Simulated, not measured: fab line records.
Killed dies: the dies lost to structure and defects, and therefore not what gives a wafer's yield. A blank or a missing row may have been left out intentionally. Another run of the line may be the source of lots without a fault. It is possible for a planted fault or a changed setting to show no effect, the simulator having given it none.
Which tool is to blame? | flow sky130 | 11 lots, 33 wafers sampled, at 5 steps of a route of 708

## WHAT THE GAUGES SHOWED, per wafer
SKY_POLY_CUT_OVL_MEAS_09. Usual: POLY_CUT_OVL gives 3 nm (standard deviation 5.6).
lot  | measured     | on         | POLY_CUT_OVL (nm) | flag
L219 | day 25 03:11 | overlay-02 | 8 4 12            |
L220 | day 25 16:08 | overlay-02 | 21 19 16          |
L222 | day 26 00:44 | overlay-02 | 8 11 7            |
L223 | day 26 10:11 | overlay-01 | 4 4 2             |
L224 | day 26 17:55 | overlay-01 | 2 11 0            |
L227 | day 27 13:59 | overlay-01 | 4 12 -1           |
L228 | day 27 21:20 | overlay-02 | 3 7 -2            |
L234 | day 30 04:26 | overlay-02 | 1 -11 0           |
L239 | day 31 16:23 | overlay-02 | 5 -5 3            |
L240 | day 32 01:10 | overlay-01 | -1 0 0            |
L242 | day 32 14:44 | overlay-02 | 4 -2 -6           |

SKY_SD_P_CD_MEAS_07: the cd target is 380 nm. Usual: cd_nm reads 379.6 nm (standard deviation 2.5).
lot  | measured     | on        | cd_nm (nm)        | flag
L219 | day 26 09:26 | cd_sem-02 | 378.2 378.0 377.1 |
L220 | day 26 22:08 | cd_sem-01 | 380.6 380.1 380.3 |
L222 | day 27 06:56 | cd_sem-01 | 378.9 380.3 378.1 |
L223 | day 27 16:13 | cd_sem-01 | 377.6 377.8 379.7 |
L224 | day 27 22:57 | cd_sem-01 | 379.4 380.6 382.0 |
L227 | day 28 19:27 | cd_sem-01 | 380.4 381.5 379.9 |
L228 | day 29 02:46 | cd_sem-02 | 378.8 380.6 380.6 |
L234 | day 31 08:54 | cd_sem-01 | 383.4 379.2 382.7 |
L239 | day 32 20:02 | cd_sem-01 | 381.2 379.5 379.0 |
L240 | day 33 05:40 | cd_sem-02 | 377.8 377.2 379.5 |
L242 | day 33 18:20 | cd_sem-01 | 380.1 377.7 379.8 |

SKY_CONTACT_THK_MEAS_01. Usual: CONTACT_CVD_00_THK gives 74.9 nm (standard deviation 1).
lot  | measured     | on            | CONTACT_CVD_00_THK (nm) | flag
L219 | day 31 11:49 | film_metro-04 | 75.0 75.8 75.8          |
L220 | day 31 22:49 | film_metro-02 | 72.6 73.3 75.0          |
L222 | day 32 07:33 | film_metro-04 | 74.4 75.6 75.0          |
L223 | day 32 16:53 | film_metro-04 | 74.6 76.3 76.5          |
L224 | day 32 21:21 | film_metro-04 | 74.8 75.1 75.0          |
L227 | day 33 17:08 | film_metro-04 | 73.9 73.6 73.6          |
L228 | day 34 01:05 | film_metro-02 | 73.9 75.3 74.5          |
L234 | day 36 03:09 | film_metro-04 | 74.2 74.4 75.7          |
L239 | day 37 11:49 | film_metro-02 | 137.9 137.0 74.8        | OFF
L240 | day 37 19:50 | film_metro-03 | 138.5 138.0 75.6        | OFF
L242 | day 38 11:44 | film_metro-04 | 74.7 75.0 76.2          |

## EACH LOT AND THE TOOL THAT RAN IT (in order: tool; ch and the chambers of the sampled wafers; start)
lot  | SKY_LDD_N_STRIP_16                   | SKY_CONTACT_CVD_00
L219 | plasma_asher-02 ch 0,1, day 18 13:36 | pecvd-02 ch 0,1,2, day 31 11:47
L220 | plasma_asher-03 ch 0,1, day 19 04:35 | pecvd-01 ch 1,2, day 31 22:47
L222 | plasma_asher-03 ch 0,1, day 19 12:44 | pecvd-02 ch 0,1, day 32 07:29
L223 | plasma_asher-03 ch 0,1, day 19 21:44 | pecvd-01 ch 0,2, day 32 16:51
L224 | plasma_asher-03 ch 0,1, day 20 06:12 | pecvd-01 ch 0,1,2, day 32 21:19
L227 | plasma_asher-01 ch 0,1, day 21 02:41 | pecvd-02 ch 0,1,2, day 33 17:07
L228 | plasma_asher-03 ch 0,1, day 21 12:20 | pecvd-03 ch 0,1,2, day 34 01:03
L234 | plasma_asher-03 ch 0,1, day 23 20:08 | pecvd-03 ch 0,1,2, day 36 03:07
L239 | plasma_asher-02 ch 0,1, day 25 12:38 | pecvd-02 ch 1,2, day 37 11:46
L240 | plasma_asher-03 ch 1, day 25 20:21   | pecvd-02 ch 0,2, day 37 19:47
L242 | plasma_asher-03 ch 0,1, day 26 11:36 | pecvd-01 ch 0,1,2, day 38 11:42
- SKY_LDD_N_STRIP_16: strips in O2/N2.
- SKY_CONTACT_CVD_00: deposits Si3N4, target thk 75 nm.

## AS READ BY THE TOOLS THEMSELVES (means over the sampled wafers that have a number; for cases with no such wafer, the mark the record gives instead)
SKY_LDD_N_STRIP_16. Usual: drypump_motor_current_A 5.5 A, standard deviation 0.37; oes_product_au 0.407 a.u., standard deviation 0.0051; strip_time_to_endpoint_s 4.315 s, standard deviation 0.014.
lot  | tool            | drypump_motor_current_A (A) | oes_product_au (a.u.) | strip_time_to_endpoint_s (s) | flag
L219 | plasma_asher-02 | 6.1                         | 0.403                 | 4.283                        |
L220 | plasma_asher-03 | 5.3                         | 0.405                 | 4.312                        |
L222 | plasma_asher-03 | 5.3                         | 0.407                 | 4.323                        |
L223 | plasma_asher-03 | 5.3                         | 0.404                 | 4.315                        |
L224 | plasma_asher-03 | 5.3                         | 0.404                 | 4.321                        |
L227 | plasma_asher-01 | 5.4                         | 0.408                 | 4.305                        |
L228 | plasma_asher-03 | 5.3                         | 0.410                 | 4.309                        |
L234 | plasma_asher-03 | 5.3                         | 0.405                 | 4.309                        |
L239 | plasma_asher-02 | 6.1                         | 0.404                 | 4.329                        |
L240 | plasma_asher-03 | 5.2                         | 0.409                 | 4.319                        |
L242 | plasma_asher-03 | 5.3                         | 0.409                 | 4.321                        |

SKY_CONTACT_CVD_00. Usual: heater_power_w reads 760 W (standard deviation 100).
lot  | tool     | heater_power_w (W) | flag
L219 | pecvd-02 | 747                |
L220 | pecvd-01 | 888                |
L222 | pecvd-02 | 729                |
L223 | pecvd-01 | 809                |
L224 | pecvd-01 | 846                |
L227 | pecvd-02 | 705                |
L228 | pecvd-03 | 632                |
L234 | pecvd-03 | 617                |
L239 | pecvd-02 | 790                |
L240 | pecvd-02 | 800                |
L242 | pecvd-01 | 748                |

## THE ANSWER, worked out from the rows above alone
Rule: a lot is off if the mean of its wafers that have a number lies more than 3 standard deviations from the usual mean. A lot without any number at a reading at which 4 lots or more have one is off too. All remaining lots with rows at the step are treated as sound. The gauges are gone through in route order, then the tools' own readings, and for those a lot's mean is taken as printed above. The first step at which some lot is off is used, and at that step the reading that is off furthest; a lot without a number counts as furthest.
Off: L239, L240, seen at SKY_CONTACT_THK_MEAS_01 (CONTACT_CVD_00_THK).
A tool fits if, at a process step before that reading, it ran every lot that is off, and no sound lot after the first of them. The gauges at SKY_CONTACT_THK_MEAS_01 are tried like those tools. One fits: pecvd-02 at SKY_CONTACT_CVD_00. A fault onset in the window from L227 (day 33 17:07, its last sound lot) to L239 (day 37 11:46, its first lot off) fits.

## WHAT HAD BEEN PUT IN BY THE SIMULATOR
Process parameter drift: pecvd-02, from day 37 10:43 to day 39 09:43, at SKY_CONTACT_CVD_00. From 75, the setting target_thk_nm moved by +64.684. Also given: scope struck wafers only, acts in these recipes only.
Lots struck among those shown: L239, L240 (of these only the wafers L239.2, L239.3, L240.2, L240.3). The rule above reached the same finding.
